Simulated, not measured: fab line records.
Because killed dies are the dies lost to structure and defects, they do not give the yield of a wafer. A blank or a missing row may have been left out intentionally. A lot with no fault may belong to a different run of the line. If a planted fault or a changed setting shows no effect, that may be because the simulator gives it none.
fab line records + flow sky130
record
- lots=5
- wafers=15
- last_day=50
route steps=708 shown VIA2@522 METAL3@532 CAPM@537 VIA3@576 PAD_OPEN@708
lots that met no fault: from a run of the same line without faults
start_h: the number of hours between the record's first day and the start of the first shown wafer of the lot + wait_h: hours elapsed since this lot's preceding step + " identical to the entry in the row above + L1.1+2: a row that stands for several wafers + - no value, or no start was given + * or withheld: withheld + < > ~ a bound
route shown NAME@n: NAME is a module with steps in the file, n the number in the route of the first one + usual: mean and standard deviation over wafers with no fault + same: alike in all rows + chamber/n: place in a boat + sites: each site's reading + _std_site: the values' standard deviation + _edge_site: outer sites' mean less inner sites' + radius_mm: how far each site lies from the wafer's centre + mask NAME#n: copy n + behind: the most recent tool/chamber to have shaped the wafer + hold: why the lot was held/for how many hours/how that ended + device: whichever transistor did not switch (one of n, p or np) + end of line: the tests these same wafers got at the end of their route + a step with no rows: only its recipe + killed: dies lost to structure and defects at the first sort, not the wafer's yield + map: shows each die of a wafer: x if killed, . if not, _ if none is there
set.NAME: the setting the step ran with; set.NAME@STEP: the setting that earlier step ran with + model.NAME: the simulator's own value behind a step, which no gauge read
lots seen at some steps along the route; tables by step, rows by wafer
services: a tool's chamber out of use, with start hour (start_h, from the record's first day; less than 0 if before it), hours out, and reason
## steps
# step SKY_VIA2_ETCH_15
# recipe
- target=SiO2
- chemistry=C4F8/O2/Ar
- target_depth_nm=546
- stop_on=TiN
- mask_material=KrF-thick
- source_w=1500
- bias_w=1200
- pressure_mtorr=40
- c4f8_flow_sccm=withheld
- O2_flow_sccm=6
- Ar_flow_sccm=300
- time_s=84
# step SKY_VIA2_STRIP_16
# recipe
- chemistry=O2/N2
- power_w=1400
- pressure_mtorr=1500
- platen_temp_c=withheld
- o2_flow_sccm=3000
- n2_flow_sccm=300
- overash_fraction=0.5
# step SKY_VIA2_STRIP_17
# recipe
- chemistry=post_etch_residue_remover
- time_s=1200
- temp_c=72.5
# step SKY_VIA2_CLEAN_18
# recipe
- chemistry=IPA
- time_s=180
- temp_c=25
# step SKY_VIA2_CLEAN_19
# recipe
- chemistry=O3/DIW
- dry=n2_spin
# step SKY_VIA2_SPUTTER_20
# recipe
- material=TiN
- target_thk_nm=20
- chamber_pressure_pa=5
- power_w=4000
- time_s=80
# step SKY_VIA2_CVD_21
# recipe
- material=W
- target_thk_nm=420
- time_s=126.4
- temp_c=400
- pressure_torr=40
# step SKY_VIA2_CMP_24
# recipe
- stop_on=SiO2
- t_overpolish_s=20
- down_force_psi=3.5
- platen_rpm=60
- target_thk_nm=0
- pad_velocity_m_s=0.94248
# step SKY_METAL3_SPUTTER_00
# recipe
- material=Ti
- target_thk_nm=15
- power_w=3000
- time_s=10
- chamber_pressure_pa=0.4
# step SKY_METAL3_SPUTTER_01
# recipe
- material=TiN
- target_thk_nm=20
- power_w=6500
- time_s=16.7
- chamber_pressure_pa=0.4
# step SKY_METAL3_SPUTTER_02
# recipe
- material=AlCu
- target_thk_nm=735
- power_w=10600
- time_s=39.1
- chamber_pressure_pa=0.4
# usual
- throttle_valve_pct=29.9/0.72
| lot.wafer | tool           | chamber | start_h | wait_h | throttle_valve_pct | model.AlCu_of_METAL3_SPUTTER_02.thk_nm |
|-----------|----------------|---------|---------|--------|--------------------|----------------------------------------|
| L549.3    | pvd_sputter-03 | -       | 936.21  | 0.0    | 29.5               | 742.1                                  |
| L549.4    | "              | -       | "       | "      | 30.3               | 731.5                                  |
| L549.5    | "              | -       | "       | "      | 30.3               | 732.5                                  |
| L557.1    | pvd_sputter-03 | -       | 990.91  | 0.0    | 30.6               | 723                                    |
| L557.2    | "              | -       | "       | "      | 30.4               | 332.3                                  |
| L557.6    | "              | -       | "       | "      | 29.7               | 346.8                                  |
| L558.1    | pvd_sputter-03 | -       | 994.92  | 0.0    | 29.4               | 723.2                                  |
| L558.4    | "              | -       | "       | "      | 29.7               | 347.1                                  |
| L558.6    | "              | -       | "       | "      | 29.4               | 336.9                                  |
| L559.3    | pvd_sputter-03 | -       | 1005.19 | 0.0    | 29.2               | 724.4                                  |
| L559.4    | "              | -       | "       | "      | 29.8               | 347.1                                  |
| L559.5    | "              | -       | "       | "      | 29.3               | 722.6                                  |
| L562.3    | pvd_sputter-04 | -       | 1022.31 | 0.0    | 29.2               | 735.5                                  |
| L562.5    | "              | -       | "       | "      | 30.6               | 729.3                                  |
| L562.6    | "              | -       | "       | "      | 29.4               | 734.9                                  |
# step SKY_METAL3_SPUTTER_03
# recipe
- material=Ti
- target_thk_nm=5
- power_w=3000
- time_s=3.3
- chamber_pressure_pa=0.4
# step SKY_METAL3_SPUTTER_04
# recipe
- material=TiN
- target_thk_nm=70
- power_w=6500
- time_s=58.3
- chamber_pressure_pa=0.4
# step SKY_CAPM_CVD_00
# recipe
- material=SiO2
- target_thk_nm=15.5
- temp_c=400
- time_s=withheld
- rf_w=450
# step SKY_CAPM_SPUTTER_02
# recipe
- material=TiN
- target_thk_nm=200
- temp_c=300
- power_w=6500
- time_s=166.7
- chamber_pressure_pa=0.4
# step SKY_CAPM_DEHYDRATE_05
# recipe
- temp_c=200
- time_s=60
# step SKY_CAPM_HMDS_06
# recipe
- prime_time_s=60
- prime_temp_c=120
# step SKY_CAPM_COAT_07
# recipe
- resist=NOVOLAK
- spin_rpm=3000
- resist_thk_nm=1140
# step SKY_CAPM_SOFTBAKE_08
# recipe
- temp_c=90
- time_s=60
- resist=NOVOLAK
# step SKY_CAPM_EXPOSE_09
# recipe
- mask_id=CAPM
- na=0.6
- source_shape=conventional
- sigma_outer=0.6
- polarization=unpolarized
- target_cd_nm=1000
- dose_mj=159
# step SKY_CAPM_PEB_10
# recipe
- temp_c=withheld
- time_s=*
- resist=NOVOLAK
# step SKY_CAPM_DEVELOP_11
# recipe
- resist=NOVOLAK
- developer=TMAH
- develop_time_s=60
- dev_temp_c=23
# step SKY_CAPM_METAL_ETCH_13
# recipe
- target_depth_nm=220
- stop_on=SiO2
- chemistry=Cl2/BCl3
- target=TiN
- pressure_mtorr=10
- icp_w=900
- bias_w=48.5
- Cl2_flow_sccm=60
- bcl3_flow_sccm=30
- time_s=62.9
# step SKY_CAPM_STRIP_14
# recipe
- chemistry=O2/N2
- power_w=1400
- pressure_mtorr=1500
- platen_temp_c=withheld
- o2_flow_sccm=3000
- n2_flow_sccm=300
- overash_fraction=0.5
# step SKY_CAPM_STRIP_15
# recipe
- chemistry=post_etch_residue_remover
- time_s=1200
- temp_c=72.5
# step SKY_CAPM_CLEAN_16
# recipe
- chemistry=IPA
- time_s=180
- temp_c=25
# step SKY_CAPM_CLEAN_17
# recipe
- chemistry=O3/DIW
- dry=n2_spin
# step SKY_METAL3_DEHYDRATE_05
# recipe
- temp_c=200
- time_s=60
# step SKY_METAL3_HMDS_06
# recipe
- prime_time_s=60
- prime_temp_c=120
# step SKY_METAL3_COAT_07
# recipe
- resist=BARC
- temp_c=withheld
- time_s=withheld
- spin_rpm=3000
- resist_thk_nm=60
# step SKY_METAL3_COAT_08
# recipe
- resist=KrF-thick
- spin_rpm=3000
- resist_thk_nm=1140
# step SKY_METAL3_SOFTBAKE_09
# recipe
- temp_c=100
- time_s=90
- resist=KrF-thick
# step SKY_METAL3_EXPOSE_10
# recipe
- mask_id=MM3
- na=0.68
- source_shape=annular
- sigma_inner=0.4
- sigma_outer=0.8
- target_cd_nm=300
- dose_mj=28
# step SKY_METAL3_PEB_11
# recipe
- peb_temp_c=withheld
- peb_time_s=withheld
- resist=KrF-thick
# step SKY_METAL3_DEVELOP_12
# recipe
- develop_time_s=60
- resist=KrF-thick
- dev_temp_c=21
# step SKY_METAL3_METAL_ETCH_18
# recipe
- target_depth_a=8450
- stop_on=SiO2
- over_etch_frac=0.3
- time_s=183.1
- chemistry=Cl2/BCl3
- resist_sidewall_deg=88
- pressure_mtorr=10
- icp_w=900
- bias_w=48.5
- Cl2_flow_sccm=60
- bcl3_flow_sccm=30
# usual
- bcl3_flow_sccm=30.00/0.1
- chamber_pressure_mTorr=10.000/0.0089
- drypump_motor_current_A=5.5/0.59
- oes_product_au=0.864/0.0067
- throttle_valve_pct=22.263/0.0089
| lot.wafer | tool         | chamber | start_h | wait_h | bcl3_flow_sccm | chamber_pressure_mTorr | drypump_motor_current_A | oes_product_au | rf_hours_counter_h | throttle_valve_pct |
|-----------|--------------|---------|---------|--------|----------------|------------------------|-------------------------|----------------|--------------------|--------------------|
| L549.3    | rie_metal-01 | 0       | 986.12  | 0.1    | 30.09          | 9.993                  | 6.3                     | 0.866          | -                  | 22.266             |
| L549.4    | "            | 1       | "       | "      | 30.07          | 9.998                  | 4.7                     | 0.868          | -                  | 22.259             |
| L549.5    | "            | 0       | "       | "      | 30.01          | 10.008                 | 6.3                     | 0.860          | -                  | 22.251             |
| L557.1    | rie_metal-04 | 1       | 1033.46 | 0.0    | 29.96          | 10.000                 | 5.8                     | 0.858          | 9                  | 22.264             |
| L557.2    | "            | 0       | "       | "      | 30.04          | 10.002                 | 5.2                     | 0.640          | 11                 | 22.275             |
| L557.6    | "            | 0       | "       | "      | 30.05          | 9.996                  | 5.2                     | 0.639          | -                  | 22.256             |
| L558.1    | rie_metal-01 | 1       | 1036.89 | 0.0    | 30.03          | 10.006                 | 4.7                     | 0.848          | 5                  | 22.255             |
| L558.4    | "            | 0       | "       | "      | 29.84          | 9.989                  | 6.3                     | 0.650          | -                  | 22.266             |
| L558.6    | "            | 1       | "       | "      | 30.03          | 10.007                 | 4.7                     | 0.643          | -                  | 22.263             |
| L559.3    | rie_metal-02 | 0       | 1045.20 | 0.1    | 30.16          | 10.020                 | 4.9                     | 0.859          | -                  | 22.261             |
| L559.4    | "            | 1       | "       | "      | 30.27          | 10.000                 | 6.1                     | 0.645          | -                  | 22.291             |
| L559.5    | "            | 1       | "       | "      | 30.08          | 9.992                  | 6.1                     | 0.857          | -                  | 22.263             |
| L562.3    | rie_metal-01 | 1       | 1066.04 | 0.1    | 30.01          | 10.018                 | 4.7                     | 0.873          | -                  | 22.271             |
| L562.5    | "            | 0       | "       | "      | 29.97          | 10.000                 | 6.3                     | 0.861          | -                  | 22.266             |
| L562.6    | "            | 1       | "       | "      | 30.00          | 10.001                 | 4.7                     | 0.874          | -                  | 22.259             |
# step SKY_VIA3_BOW_MEAS_03
# recipe
- mode=bow
# usual
- VIA3_BOW=80/7.5
| lot.wafer | tool          | chamber | start_h | wait_h | hold                     | VIA3_BOW[um] |
|-----------|---------------|---------|---------|--------|--------------------------|--------------|
| L549.3    | film_metro-02 | -       | 987.40  | 0.2    | -                        | 79           |
| L549.4    | "             | -       | "       | "      | -                        | 70           |
| L549.5    | "             | -       | "       | "      | -                        | 72           |
| L557.1    | film_metro-01 | -       | 1034.76 | 0.1    | await_dispo/0.2h/release | 93           |
| L557.2    | "             | -       | "       | "      | await_dispo/0.2h/release | 94           |
| L557.6    | "             | -       | "       | "      | await_dispo/0.2h/release | 98           |
| L557.1    | film_metro-01 | -       | 1035.15 | 0.4    | -                        | -            |
| L557.2    | "             | -       | "       | "      | -                        | -            |
| L557.6    | "             | -       | "       | "      | -                        | -            |
| L558.1    | film_metro-02 | -       | 1038.19 | 0.1    | await_dispo/0.2h/release | 79           |
| L558.4    | "             | -       | "       | "      | await_dispo/0.2h/release | 93           |
| L558.6    | "             | -       | "       | "      | await_dispo/0.2h/release | 88           |
| L558.1    | film_metro-02 | -       | 1038.47 | 0.3    | -                        | -            |
| L558.4    | "             | -       | "       | "      | -                        | -            |
| L558.6    | "             | -       | "       | "      | -                        | -            |
| L559.3    | film_metro-01 | -       | 1046.49 | 0.1    | -                        | 79           |
| L559.4    | "             | -       | "       | "      | -                        | 98           |
| L559.5    | "             | -       | "       | "      | -                        | 76           |
| L562.3    | film_metro-03 | -       | 1067.32 | 0.1    | -                        | 78           |
| L562.5    | "             | -       | "       | "      | -                        | 82           |
| L562.6    | "             | -       | "       | "      | -                        | 88           |
# step SKY_VIA3_DEHYDRATE_04
# recipe
- temp_c=200
- time_s=60
# usual
- exhaust_pa=45.0/0.77
| lot.wafer | tool           | chamber | start_h | wait_h | hold                     | exhaust_pa |
|-----------|----------------|---------|---------|--------|--------------------------|------------|
| L549.3    | litho_track-02 | 0       | 998.17  | 10.8   | -                        | 44.9       |
| L549.4    | "              | 0       | "       | "      | -                        | 44.3       |
| L549.5    | "              | 0       | "       | "      | -                        | 43.9       |
| L557.1    | litho_track-01 | 0       | 1043.56 | 8.4    | await_dispo/3.7h/release | 45.7       |
| L557.2    | "              | 0       | "       | "      | await_dispo/3.7h/release | 45.6       |
| L557.6    | "              | 0       | "       | "      | await_dispo/3.7h/release | 46.4       |
| L558.1    | litho_track-03 | 0       | 1046.84 | 8.3    | await_dispo/2.2h/release | 45.7       |
| L558.4    | "              | 0       | "       | "      | await_dispo/2.2h/release | 46.3       |
| L558.6    | "              | 0       | "       | "      | await_dispo/2.2h/release | 45.4       |
| L559.3    | litho_track-03 | 0       | 1059.14 | 12.6   | -                        | 45.4       |
| L559.4    | "              | 0       | "       | "      | -                        | 45.5       |
| L559.5    | "              | 0       | "       | "      | -                        | 44.5       |
| L562.3    | litho_track-02 | 0       | 1078.47 | 11.1   | -                        | 46.1       |
| L562.5    | "              | 0       | "       | "      | -                        | 45.0       |
| L562.6    | "              | 0       | "       | "      | -                        | 45.9       |
# step SKY_PAD_OPEN_PROBE_99
# usual
- defect_limited_yield=82.1/2
- killed_at_M0_to_M3=43/6.4
- killed_at_M4_up=3.2/1.8
- killed_at_contacts=25/5.5
- killed_at_front_end=16/5.2
- killed_at_other=0.3/0.49
- killed_dies=88/10
- killed_on_rim=17/3.9
- killed_open=48/7
- killed_short=40/7.1
- sort_bin_3_pad_short=0.9/0.42
- sort_bin_5_function=10.5/1.6
- sort_bin_6_memory=6.5/1.2
- sort_n_pass=404/10
- sort_yield_pct=82.1/2
# same
- gross_dies=492
- killed_at_back_side=0
- sort_bin_4_leakage[%]=0
- sort_bin_8_speed[%]=0
| lot.wafer | tool      | chamber | start_h | wait_h | defect_limited_yield[%] | killed_at_M0_to_M3 | killed_at_M4_up | killed_at_contacts | killed_at_front_end | killed_at_other | killed_dies | killed_on_rim | killed_open | killed_short | sort_bin_3_pad_short[%] | sort_bin_5_function[%] | sort_bin_6_memory[%] | sort_n_pass | sort_yield_pct[%] | model.etest.met3.line_ohm_um | model.etest.met3.rs_ohm_sq |
|-----------|-----------|---------|---------|--------|-------------------------|--------------------|-----------------|--------------------|---------------------|-----------------|-------------|---------------|-------------|--------------|-------------------------|------------------------|----------------------|-------------|-------------------|------------------------------|----------------------------|
| L549.3    | prober-01 | -       | 1140.27 | 0.2    | 85.4                    | 41                 | 4               | 15                 | 12                  | 0               | 72          | 14            | 40          | 32           | 1.2                     | 7.7                    | 5.7                  | 420         | 85.4              | 0.1447                       | 0.04203                    |
| L549.4    | prober-01 | -       | 1140.32 | 0.2    | 80.1                    | 52                 | 4               | 26                 | 16                  | 0               | 98          | 20            | 58          | 40           | 0.4                     | 13.0                   | 6.5                  | 394         | 80.1              | 0.1415                       | 0.04281                    |
| L549.5    | prober-01 | -       | 1140.37 | 0.2    | 80.1                    | 52                 | 5               | 28                 | 13                  | 0               | 98          | 17            | 64          | 34           | 0.4                     | 12.0                   | 7.5                  | 394         | 80.1              | 0.1452                       | 0.04255                    |
| L557.1    | prober-02 | -       | 1185.57 | 0.1    | 77.6                    | 61                 | 1               | 28                 | 20                  | 0               | 110         | 23            | 65          | 45           | 1.6                     | 11.2                   | 9.6                  | 382         | 77.6              | 0.1457                       | 0.04337                    |
| L557.2    | prober-02 | -       | 1185.62 | 0.1    | 83.3                    | 40                 | 3               | 26                 | 12                  | 1               | 82          | 19            | 47          | 35           | 1.2                     | 9.8                    | 5.7                  | 410         | 83.3              | 0.3162                       | 0.09537                    |
| L557.6    | prober-02 | -       | 1185.82 | 0.2    | 82.9                    | 34                 | 4               | 27                 | 19                  | 0               | 84          | 12            | 43          | 41           | 1.0                     | 10.0                   | 6.1                  | 408         | 82.9              | 0.3099                       | 0.09228                    |
| L558.1    | prober-01 | -       | 1188.35 | 0.1    | 81.1                    | 38                 | 2               | 28                 | 25                  | 0               | 93          | 19            | 40          | 53           | 0.4                     | 12.4                   | 6.1                  | 399         | 81.1              | 0.1436                       | 0.0433                     |
| L558.4    | prober-01 | -       | 1188.50 | 0.2    | 81.9                    | 39                 | 5               | 34                 | 11                  | 0               | 89          | 18            | 50          | 39           | 0                       | 10.4                   | 7.7                  | 403         | 81.9              | 0.3098                       | 0.09223                    |
| L558.6    | prober-01 | -       | 1188.60 | 0.2    | 81.9                    | 43                 | 6               | 24                 | 16                  | 0               | 89          | 18            | 50          | 39           | 0.8                     | 10.4                   | 6.9                  | 403         | 81.9              | 0.3144                       | 0.09426                    |
| L559.3    | prober-02 | -       | 1195.72 | 0.2    | 82.9                    | 51                 | 1               | 20                 | 12                  | 0               | 84          | 19            | 45          | 39           | 0.6                     | 11.6                   | 4.9                  | 408         | 82.9              | 0.1466                       | 0.04376                    |
| L559.4    | prober-02 | -       | 1195.77 | 0.2    | 82.5                    | 46                 | 4               | 24                 | 12                  | 0               | 86          | 20            | 45          | 41           | 1.2                     | 10.2                   | 6.1                  | 406         | 82.5              | 0.297                        | 0.0918                     |
| L559.5    | prober-02 | -       | 1195.82 | 0.2    | 80.9                    | 47                 | 5               | 25                 | 16                  | 1               | 94          | 20            | 49          | 45           | 0                       | 11.8                   | 7.3                  | 398         | 80.9              | 0.1444                       | 0.04392                    |
| L562.3    | prober-02 | -       | 1210.35 | 0.2    | 80.3                    | 33                 | 0               | 41                 | 22                  | 1               | 97          | 12            | 54          | 43           | 0.6                     | 11.6                   | 7.5                  | 395         | 80.3              | 0.1438                       | 0.04303                    |
| L562.5    | prober-02 | -       | 1210.45 | 0.2    | 85.4                    | 32                 | 6               | 27                 | 6                   | 1               | 72          | 14            | 41          | 31           | 1.0                     | 8.9                    | 4.7                  | 420         | 85.4              | 0.1423                       | 0.0426                     |
| L562.6    | prober-02 | -       | 1210.50 | 0.2    | 82.9                    | 41                 | 2               | 25                 | 16                  | 0               | 84          | 13            | 49          | 35           | 1.0                     | 10.0                   | 6.1                  | 408         | 82.9              | 0.1417                       | 0.04268                    |
# killed by level:class
L549.3 CONTACT:geometric_particle:open=8 VIA1:geometric_particle:open=8 VIA3:geometric_particle:open=7 VIA1:geometric_particle:short=7 METAL2:geometric_particle:short=6 METAL1:geometric_particle:short=5 LI_CONTACT:geometric_particle:open=4 FIELD_ISO:geometric_particle:short=3
L549.4 VIA1:geometric_particle:open=15 LI_CONTACT:geometric_particle:open=11 METAL2:geometric_particle:short=9 VIA3:geometric_particle:open=7 POLY_GATE:geometric_particle:open=6 CONTACT:geometric_particle:open=6 VIA1:geometric_particle:short=5 VIA3:geometric_particle:short=4
L549.5 CONTACT:geometric_particle:open=13 VIA1:geometric_particle:open=11 VIA2:geometric_particle:open=9 LI_CONTACT:geometric_particle:open=8 METAL1:geometric_particle:short=7 METAL2:geometric_particle:short=6 POLY_GATE:geometric_particle:open=5 VIA3:geometric_particle:open=5
L557.1 VIA2:geometric_particle:open=19 METAL1:geometric_particle:short=11 LOCAL_INTERCONNECT:geometric_particle:short=7 VIA3:geometric_particle:open=7 FIELD_ISO:geometric_particle:open=6 LI_CONTACT:geometric_particle:open=6 VIA1:geometric_particle:open=6 VIA1:geometric_particle:short=5
L557.2 CONTACT:geometric_particle:open=11 VIA3:geometric_particle:open=9 CONTACT:geometric_particle:short=7 VIA2:geometric_particle:open=7 VIA1:geometric_particle:open=5 LI_CONTACT:geometric_particle:open=5 METAL3:geometric_particle:short=5 FIELD_ISO:geometric_particle:open=4
L557.6 CONTACT:geometric_particle:open=11 LI_CONTACT:geometric_particle:open=7 VIA2:geometric_particle:open=7 POLY_GATE:geometric_particle:short=5 CONTACT:geometric_particle:short=5 VIA1:geometric_particle:open=5 FIELD_ISO:geometric_particle:short=4 VIA3:geometric_particle:short=4
L558.1 POLY_GATE:geometric_particle:short=9 LI_CONTACT:geometric_particle:open=8 METAL1:geometric_particle:short=8 LI_CONTACT:geometric_particle:short=7 VIA1:geometric_particle:open=7 VIA2:geometric_particle:open=7 POLY_GATE:geometric_particle:open=5 LOCAL_INTERCONNECT:geometric_particle:short=5
L558.4 CONTACT:geometric_particle:open=11 METAL1:geometric_particle:short=8 LI_CONTACT:geometric_particle:open=7 VIA1:geometric_particle:open=6 VIA2:geometric_particle:open=6 VIA3:geometric_particle:open=6 LOCAL_INTERCONNECT:geometric_particle:short=5 CONTACT:geometric_particle:short=5
L558.6 LI_CONTACT:geometric_particle:open=9 VIA1:geometric_particle:open=9 METAL1:geometric_particle:short=8 VIA2:geometric_particle:open=7 POLY_GATE:geometric_particle:open=5 FIELD_ISO:geometric_particle:short=4 FIELD_ISO:geometric_particle:open=4 LI_CONTACT:geometric_particle:short=4
L559.3 VIA1:geometric_particle:open=13 VIA2:geometric_particle:open=10 VIA3:geometric_particle:open=8 CONTACT:geometric_particle:open=6 LOCAL_INTERCONNECT:geometric_particle:short=5 VIA1:geometric_particle:short=5 LI_CONTACT:geometric_particle:short=4 METAL2:geometric_particle:short=4
L559.4 CONTACT:geometric_particle:open=9 VIA1:geometric_particle:short=8 VIA3:geometric_particle:open=8 FIELD_ISO:geometric_particle:short=5 LI_CONTACT:geometric_particle:short=5 METAL1:geometric_particle:short=5 VIA1:geometric_particle:open=5 VIA2:geometric_particle:open=5
L559.5 VIA1:geometric_particle:open=13 CONTACT:geometric_particle:open=10 METAL2:geometric_particle:short=8 VIA2:geometric_particle:short=8 METAL1:geometric_particle:short=7 LI_CONTACT:geometric_particle:open=6 CONTACT:geometric_particle:short=5 VIA2:geometric_particle:open=5
L562.3 CONTACT:geometric_particle:open=14 FIELD_ISO:geometric_particle:open=10 LI_CONTACT:geometric_particle:open=10 CONTACT:geometric_particle:short=8 VIA1:geometric_particle:open=7 VIA3:geometric_particle:open=7 FIELD_ISO:geometric_particle:short=5 LOCAL_INTERCONNECT:geometric_particle:short=5
L562.5 CONTACT:geometric_particle:open=10 LI_CONTACT:geometric_particle:open=10 VIA3:geometric_particle:open=8 METAL2:geometric_particle:short=7 METAL4:geometric_particle:short=6 VIA1:geometric_particle:open=4 VIA2:geometric_particle:open=4 METAL3:geometric_particle:short=4
L562.6 CONTACT:geometric_particle:open=13 VIA1:geometric_particle:open=7 VIA3:geometric_particle:open=7 METAL2:geometric_particle:short=6 FIELD_ISO:geometric_particle:short=5 VIA2:geometric_particle:open=5 VIA1:geometric_particle:short=5 FIELD_ISO:geometric_particle:open=4
## services
| tool           | chamber | start_h | hours | kind                   |
|----------------|---------|---------|-------|------------------------|
| rie_metal-01   | 1       | 917.79  | -     | clean                  |
| rie_metal-01   | 1       | 917.79  | 18.8  | scheduled_down         |
| rie_metal-01   | 1       | 917.79  | 18.8  | vent_cycle             |
| pvd_sputter-03 | -       | 922.83  | 1.7   | repair                 |
| rie_metal-02   | 1       | 932.80  | -     | clean                  |
| rie_metal-02   | 1       | 932.80  | 16.8  | scheduled_down         |
| rie_metal-02   | 1       | 932.80  | 16.8  | vent_cycle             |
| rie_metal-04   | -       | 944.86  | 0.6   | repair                 |
| pvd_sputter-04 | -       | 945.86  | 9.6   | repair                 |
| pvd_sputter-03 | -       | 972.80  | 3.2   | repair                 |
| rie_metal-02   | -       | 989.58  | 2.2   | repair                 |
| pvd_sputter-03 | 3       | 994.12  | -     | consumable_replace:kit |
| pvd_sputter-03 | 3       | 994.12  | 18.0  | scheduled_down         |
| pvd_sputter-03 | 3       | 994.12  | 18.0  | vent_cycle             |
| pvd_sputter-03 | -       | 996.23  | 3.2   | repair                 |
| pvd_sputter-03 | -       | 1031.74 | 4.6   | repair                 |
| pvd_sputter-04 | 3       | 1035.02 | -     | consumable_replace:kit |
| pvd_sputter-04 | 3       | 1035.02 | 18.0  | scheduled_down         |
| pvd_sputter-04 | 3       | 1035.02 | 18.0  | vent_cycle             |
| pvd_sputter-04 | -       | 1045.03 | 1.1   | repair                 |
| pvd_sputter-03 | -       | 1066.05 | 5.7   | repair                 |
## key
first_sign
- step=SKY_METAL3_METAL_ETCH_18
- reading=oes_product_au
- direction=down
- sigmas=33
- usual=0.864
- struck=0.643
effect
- step=SKY_VIA3_BOW_MEAS_03
- reading=VIA3_BOW
- direction=up
- sigmas=1.8
- usual=80
- struck=94
- wafers_moved=1
model_effect
- step=SKY_METAL3_SPUTTER_02
- value=AlCu_of_METAL3_SPUTTER_02.thk_nm
- without=727.4
- struck=342
model_effect
- step=SKY_PAD_OPEN_PROBE_99
- value=etest.met3.line_ohm_um
- without=0.1436
- struck=0.3095
met_at SKY_METAL3_SPUTTER_02
struck_wafers L557.2,L557.6,L558.4,L558.6,L559.4
onset_between 936.21 990.91
fault
- kind=process_parameter_drift
- tool=pvd_sputter-03
- chamber=-
- onset_h=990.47
- steps=SKY_METAL3_SPUTTER_02
- channel=target_thk_nm
- offset=-385.37
- shape=step
- end_h=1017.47
- scope=struck_wafers_only
- acts_in=these_recipes_only
- stated=735
